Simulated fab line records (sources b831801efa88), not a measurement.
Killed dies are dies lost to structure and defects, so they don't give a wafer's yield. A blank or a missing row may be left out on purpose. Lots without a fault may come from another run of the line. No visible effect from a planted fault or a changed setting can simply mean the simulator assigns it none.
8D (eight disciplines) problem report, filled in by code    flow gf180mcu    the parts of the form that need people (team, actions taken, sign-off) are left out

## 1. WHAT WENT WRONG
Across 6 wafers from 2 lots, SALICIDE_TIN_RS at GF_SALICIDE_RS_MEAS_04 averages 17.98 ohm/sq, while fault-free wafers read 16.36 ohm/sq with a standard deviation of 0.28. Relative to the usual mean, that is a shift of +5.8 standard deviations.
The step: measures by four-point-probe.
Earliest sighting: wafer L284.1 on filmMetro-01 at day 21 15:13. The record holds 42 wafers of 14 lots with a number at this step. Rule for "out", or "out of limits": more than 4 standard deviations from the usual mean. Any other wafer with a number is counted as sound.

## 2. WHAT THIS IS AND IS NOT
question                     is                          is not
which readings at this step  SALICIDE_TIN_RS             -
which lots                   L284, L285                  L265, L267, L269, L270, L272, L273, L274, L276, L277, L278, L279, L280
which wafers of those lots   all that have a number      -
read on which gauges         filmMetro-01, filmMetro-04  filmMetro-03
when                         from day 21 15:13           up to then (36 sound wafers)

## 3. SUSPECTS, AND WHAT RULES EACH OUT
Counting: a tool at a process step up to the reading stays a suspect if it ran every lot that is out and no sound lot after the first of them.
- the gauge at GF_SALICIDE_RS_MEAS_04: ruled out. The wafers that are out were read on 2 gauges (filmMetro-01, filmMetro-04).
- pvdSputter-03 at GF_SALICIDE_SPUTTER_02 (material Co, target thk 10 nm, time 20 s): kept. Every lot that is out went through it, starting with L284 (day 21 15:10), and after that it ran no sound lot; the last sound lot it ran before then is L277 (day 19 19:17).
After counting, what remains is pvdSputter-03 at GF_SALICIDE_SPUTTER_02.

## 4. THE CAUSE (what the simulator had put in)
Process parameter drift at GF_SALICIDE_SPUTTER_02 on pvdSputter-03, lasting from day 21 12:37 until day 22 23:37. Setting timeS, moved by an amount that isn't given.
After counting, this tool was the only one left.

## 5. THE CHAIN OF EFFECTS, in route order
Each row: a reading whose mean over the struck wafers that have a number lies more than 3 standard deviations from the usual. Only readings whose record carries a usual standard deviation are examined. hours: median over the lots of the time between each lot's start at the first step of this table that gives one and its start at this step. sigmas: the change, counted in usual standard deviations.
hours  step                    reading          usual         on struck wafers  change  sigmas
0      GF_SALICIDE_RS_MEAS_04  SALICIDE_TIN_RS  16.36 ohm/sq  17.98             +1.62   +5.8
Later steps that measure or inspect, where all struck wafers having a row at the step show a number for every such reading and not one has moved that far: GF_V1_BOW_MEAS_05.

## 6. HOW IT WOULD HAVE BEEN CAUGHT EARLIER
The first out-of-limits reading at a measuring or inspecting step in this record came at day 21 15:13, 3 hours after the fault's start at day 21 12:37.
An alarm limit of 4 standard deviations would not have fired on the tool readings at GF_SALICIDE_SPUTTER_02 for which the record gives a usual standard deviation, since none of them was out on any struck wafer.
L285, from the lots that are out (2), started GF_SALICIDE_SPUTTER_02 on pvdSputter-03 later than day 21 15:13. Putting the tool on hold at that point would have spared it.
